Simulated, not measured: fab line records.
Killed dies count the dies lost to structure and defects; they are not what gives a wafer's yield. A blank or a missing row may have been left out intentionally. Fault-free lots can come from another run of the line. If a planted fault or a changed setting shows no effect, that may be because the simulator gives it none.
Comparing a struck lot with a sound one || flow sky130 || 15 out of 708 route steps
Sound: these wafers, L265.1, L265.2, L265.4. Wafers L269.2, L269.4, L269.6 were the ones struck. The cause comes at the end.
Each step with rows lists, per side, the tool, then ch with its chambers, then its first start. Under that, the readings that differ: sound wafers || struck wafers || difference of the means || sigmas: that difference in standard deviations of wafers without a fault.
alike: same words and numbers on both sides, and readings whose means sit less than 2 such deviations apart. not compared: any withheld reading, any reading some wafer has no value for, any bound like >300 that may hide the same value, and any number with overlapping values for which the record gives no deviation.
The two part at a step that has a row with sigmas, a row that says differs or no value, or rows on one side only. Numbers that have no deviation but don't overlap get no sigmas and don't part them. Lack of a reading on every wafer of one side parts them only where that side has two or more wafers.

first, 7 steps without rows for these wafers: SKY_LDD_N_DEHYDRATE_00 (time 60 s); SKY_LDD_N_HMDS_01 (prime time 60 s); SKY_LDD_N_COAT_02 (resist thk 300 nm); SKY_LDD_N_SOFTBAKE_03 (time 60 s); SKY_LDD_N_EXPOSE_04 (exposes mask NTM, target cd 840 nm); SKY_LDD_N_PEB_05; SKY_LDD_N_DEVELOP_06 (develop time 60 s).
SKY_LDD_N_OVL_MEAS_07:
  struck on overlay-02, day 20 20:30; sound on overlay-02, day 19 09:24
  alike: LDD_N_OVL
then, 4 steps without rows for these wafers: SKY_LDD_N_IMPLANT_08; SKY_LDD_N_IMPLANT_09; SKY_LDD_N_IMPLANT_10; SKY_LDD_N_IMPLANT_11.
SKY_LDD_N_IMPLANT_12:
  sound on implanter-02 ch 0, day 19 10:02; struck on implanter-01 ch 0, day 20 21:10
{"reading": "tilt deg (degrees)", "sound": "29.999 30.012 29.997", "struck": "-0.017 0.030 0.028", "difference": -29.989, "sigmas": "-99 or more"}
then, 1 step without rows for these wafers: SKY_LDD_N_IMPLANT_13.
-- record jumps: 27 days separate the struck wafers' starts on either side; left off in module LDD_N, taken up again in module PAD_OPEN, whose first shown step is the route's number 708 --
SKY_PAD_OPEN_PROBE_99:
  struck on prober-02, day 47 23:55; sound on prober-02, day 47 00:16
{"reading": "model.etest.nfet_01v8_lvt.vt sat v (V)", "sound": "0.5379 0.5228 0.5249", "struck": "0.4944 0.4885 0.4833", "difference": -0.0398, "sigmas": ""}
{"reading": "model.etest.nfet_01v8.vt sat v (V)", "sound": "0.6512 0.6351 0.6407", "struck": "0.615 0.606 0.6046", "difference": -0.034, "sigmas": ""}
{"reading": "model.etest.nfet_01v8_swapped.vt sat v (V)", "sound": "0.654 0.6361 0.64", "struck": "0.6692 0.6599 0.6605", "difference": "+0.0198", "sigmas": ""}
  alike: killed_at_M0_to_M3, killed_at_M4_up, killed at contacts, killed at front end, killed at other, killed dies, killed open, killed short
  not compared: model.etest.sram nfet pass.vt sat v

WHERE THEY PART
Only at SKY_LDD_N_IMPLANT_12, as far as this record shows. Later steps at which nothing parts them and some readings are alike: SKY_PAD_OPEN_PROBE_99.

WHY: what the simulator had put in
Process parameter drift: implanter-01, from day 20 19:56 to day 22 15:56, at SKY_LDD_N_IMPLANT_12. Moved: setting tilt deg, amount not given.
